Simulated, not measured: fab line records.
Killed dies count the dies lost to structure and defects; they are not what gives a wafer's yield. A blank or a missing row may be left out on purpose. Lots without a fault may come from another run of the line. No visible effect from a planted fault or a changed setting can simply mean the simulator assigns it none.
What tool caused it? | flow gf180mcu | 14 lots, 42 wafers sampled, at 3 steps of a route of 602

## WHAT THE GAUGES READ, wafer by wafer
GF_HV_LDD_CD_MEAS_07: the cd target is 400 nm. Usual: cd_nm reads 399.7 nm (standard deviation 2.3).
lot  | measured     | on        | cd_nm (nm)        | flag
L167 | day 10 05:33 | cd_sem-02 | 395.6 397.8 396.5 |
L168 | day 10 12:57 | cd_sem-01 | 397.5 400.2 398.2 |
L169 | day 10 12:47 | cd_sem-02 | 399.9 400.7 399.8 |
L171 | day 11 13:46 | cd_sem-01 | 400.2 401.8 399.8 |
L174 | day 12 04:44 | cd_sem-02 | 401.3 399.7 400.8 |
L173 | day 12 06:04 | cd_sem-02 | 404.6 404.2 403.1 |
L175 | day 12 15:30 | cd_sem-02 | 402.1 399.9 399.1 |
L177 | day 13 04:20 | cd_sem-01 | 398.8 397.4 397.1 |
L178 | day 13 13:06 | cd_sem-02 | 404.5 402.0 401.4 |
L179 | day 13 15:02 | cd_sem-02 | 400.3 398.8 396.6 |
L184 | day 15 07:59 | cd_sem-01 | 399.7 398.2 396.2 |
L185 | day 15 11:05 | cd_sem-01 | 398.8 398.9 400.9 |
L186 | day 15 17:43 | cd_sem-01 | 398.0 397.5 398.7 |
L189 | day 16 17:59 | cd_sem-02 | 401.4 400.3 401.6 |

GF_HV_LDD_CD_MEAS_31: the cd target is 400 nm. Usual: cd_nm reads 399.8 nm (standard deviation 2.6).
lot  | measured     | on        | cd_nm (nm)        | flag
L167 | day 11 18:21 | cd_sem-01 | 402.2 400.7 402.4 |
L168 | day 12 01:53 | cd_sem-01 | 405.7 403.7 405.0 |
L169 | day 12 01:37 | cd_sem-02 | 398.6 398.9 399.4 |
L171 | day 13 05:19 | cd_sem-01 | 399.6 399.3 400.4 |
L174 | day 13 20:42 | cd_sem-02 | 402.3 400.8 402.7 |
L173 | day 13 23:10 | cd_sem-01 | 397.5 399.3 396.7 |
L175 | day 14 08:40 | cd_sem-02 | 398.8 397.0 400.9 |
L177 | day 14 23:35 | cd_sem-01 | 398.7 402.7 401.4 |
L178 | day 15 07:27 | cd_sem-02 | 399.7 400.2 399.1 |
L179 | day 15 10:47 | cd_sem-02 | 393.8 394.4 395.2 |
L184 | day 17 05:32 | cd_sem-02 | 400.5 399.6 400.0 |
L185 | day 17 08:02 | cd_sem-01 | 401.6 399.2 401.4 |
L186 | day 17 15:10 | cd_sem-02 | 402.3 402.8 401.1 |
L189 | day 18 16:05 | cd_sem-02 | 402.3 404.4 402.2 |

## TOOL THAT RAN EACH LOT (tool first, then ch and the chambers of the sampled wafers, then the start)
lot  | GF_POLY_GATE_ETCH_13
L167 | rie_si-01 ch 0,1,3, day 9 08:11
L168 | rie_si-01 ch 0,1,3, day 9 12:35
L169 | rie_si-01 ch 0,1,3, day 9 17:09
L171 | rie_si-02 ch 0,1,2, day 10 12:41
L174 | rie_si-02 ch 0,2,3, day 11 08:02
L173 | rie_si-01 ch 0,3, day 11 08:11
L175 | rie_si-02 ch 0,1,2, day 11 17:53
L177 | rie_si-01 ch 0,3, day 12 06:20
L178 | rie_si-02 ch 0,2,3, day 12 15:02
L179 | rie_si-01 ch 2,3, day 12 16:59
L184 | rie_si-02 ch 2,3, day 14 09:17
L185 | rie_si-01 ch 2,3, day 14 11:47
L186 | rie_si-02 ch 1,2, day 14 18:17
L189 | rie_si-02 ch 0,1,2, day 15 18:15
- GF_POLY_GATE_ETCH_13: etches poly-Si in HBr/Cl2, stops on SiO2, target depth 198.5 nm, time 69.6 s.

## AS READ BY THE TOOLS THEMSELVES (means over the sampled wafers that have a number; for cases with no such wafer, the mark the record gives instead)
GF_POLY_GATE_ETCH_13. Usual: drypump_motor_current_A 5.50 A, standard deviation 0.28; oes_product_au 0.988 a.u., standard deviation 0.0091; throttle_valve_pct 33.684 %, standard deviation 0.0088.
lot  | tool      | drypump_motor_current_A (A) | oes_product_au (a.u.) | throttle_valve_pct (%) | flag
L167 | rie_si-01 | 5.54                        | 0.994                 | 33.686                 |
L168 | rie_si-01 | 5.53                        | 0.988                 | 33.690                 |
L169 | rie_si-01 | 5.54                        | 0.987                 | 33.685                 |
L171 | rie_si-02 | 5.43                        | 0.990                 | 33.682                 |
L174 | rie_si-02 | 5.33                        | 0.997                 | 33.689                 |
L173 | rie_si-01 | 5.77                        | 0.994                 | 33.684                 |
L175 | rie_si-02 | 5.43                        | 0.997                 | 33.682                 |
L177 | rie_si-01 | 5.73                        | 0.988                 | 33.685                 |
L178 | rie_si-02 | 5.34                        | 0.994                 | 33.683                 |
L179 | rie_si-01 | 5.57                        | 0.988                 | 33.684                 |
L184 | rie_si-02 | 5.49                        | 1.000                 | 33.682                 |
L185 | rie_si-01 | 5.58                        | 0.994                 | 33.679                 |
L186 | rie_si-02 | 5.67                        | 0.991                 | 33.689                 |
L189 | rie_si-02 | 5.43                        | 0.982                 | 33.685                 |

## THE ANSWER, worked out from the rows above alone
Rule: take the mean of a lot's wafers that have a number; if it is more than 3 standard deviations from the usual mean, the lot is off. Also off: a lot with no number at a reading for which 4 or more lots have one. The other lots that the step has rows for count as sound. After the gauges, taken in route order, come the tools' own readings; for these a lot's mean is taken, as printed above. At the first step where some lot is off, the reading lying furthest off is the one used; lots without a number count as furthest.
Across all readings shown, no lot is off: no conclusion can be drawn from this.

## WHAT HAD BEEN PUT IN BY THE SIMULATOR
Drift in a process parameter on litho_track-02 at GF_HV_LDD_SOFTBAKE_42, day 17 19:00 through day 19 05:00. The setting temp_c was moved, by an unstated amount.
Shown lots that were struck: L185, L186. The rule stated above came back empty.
